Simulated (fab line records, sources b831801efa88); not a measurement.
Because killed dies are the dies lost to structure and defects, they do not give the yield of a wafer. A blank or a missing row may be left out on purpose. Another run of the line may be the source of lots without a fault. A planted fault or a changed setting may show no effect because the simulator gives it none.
Problem report in the 8D (eight disciplines) form, filled by code || flow sky130 || the parts of the form that need people (team, actions taken, sign-off) are left out

1. THE ISSUE
Mean of runLengthS at SKY_VIA2_ETCH_15: 115.3 s across 6 wafers in 2 lots; on wafers with no fault it is 112.6 s (standard deviation 0.36). Relative to the usual mean, that is a shift of +7.5 standard deviations.
The step: etches SiO2 in C4F8/O2/Ar, stops on TiN, target depth 546 nm, time 84 s.
Earliest sighting: wafer L762.3 on rieDiel-02 at day 41 06:14. The record has a number at this step for 18 wafers belonging to 6 lots. The rule behind "out" and "out of limits": a value lying over 4 standard deviations away from the usual mean. The other wafers with a number count as sound.

2. WHAT IT IS, AND WHAT IT ISN'T
{"question": "which readings at this step", "is": "runLengthS", "is not": "-"}
{"question": "which lots", "is": "L762, L764", "is not": "L750, L753, L757, L768"}
{"question": "which wafers of those lots", "is": "all that have a number", "is not": "-"}
{"question": "read on which tools", "is": "rieDiel-02", "is not": "rieDiel-01, rieDiel-03"}
{"question": "when", "is": "from day 41 06:14", "is not": "up to then (9 sound wafers); but 3 sound wafers of L768 came after"}

3. THE SUSPECTS, EACH WITH WHAT RULES IT OUT
Counting: a tool at any process step up to the reading remains a suspect when it ran all the lots that are out and ran no sound lot after the first of those.
- rieDiel-02 at SKY_VIA2_ETCH_14 (etches BARC in N2/H2, stops on SiO2, time 44.46 s, target depth 60 nm): kept. Every lot that is out went through it, starting with L762 (day 41 06:12), and after that it ran no sound lot; the last sound lot it ran before then is L757 (day 40 01:58).
- rieDiel-02 at SKY_VIA2_ETCH_15 (etches SiO2 in C4F8/O2/Ar, stops on TiN, target depth 546 nm, time 84 s): kept. Every lot that is out went through it, starting with L762 (day 41 06:14), and after that it ran no sound lot; the last sound lot it ran before then is L757 (day 40 02:00). Its own readings are out on those wafers: runLengthS.
Remaining after the count are rieDiel-02 at SKY_VIA2_ETCH_14 and rieDiel-02 at SKY_VIA2_ETCH_15.

4. THE CAUSE (what the simulator had put in)
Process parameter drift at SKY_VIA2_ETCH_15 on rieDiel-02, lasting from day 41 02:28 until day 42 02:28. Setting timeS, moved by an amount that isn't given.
After counting, 2 suspects remain, this tool included.

5. THE EFFECT CHAIN, in route order
One row per reading whose mean, taken over the struck wafers that have a number, lies over 3 standard deviations from the usual. Only readings for which the record gives a usual standard deviation are gone through. hours: the time from each lot's start at the first step in this table that gives one to its start at this step, as a median over the lots. sigmas: the change in usual standard deviations.
{"hours": 0, "step": "SKY_VIA2_ETCH_15", "reading": "oesProductAu", "usual": "0.939 a.u.", "on struck wafers": 0.922, "change": -0.017, "sigmas": -3.9}
{"hours": 0, "step": "SKY_VIA2_ETCH_15", "reading": "runLengthS", "usual": "112.6 s", "on struck wafers": 115.3, "change": "+2.7", "sigmas": "+7.5"}
The process steps in it:
- SKY_VIA2_ETCH_15: etches SiO2 in C4F8/O2/Ar, stops on TiN, target depth 546 nm, time 84 s.

6. WHAT WOULD HAVE CAUGHT IT SOONER
4 hours passed between the start of the fault at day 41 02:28 and the first reading out of limits in this record, taken at day 41 06:14.
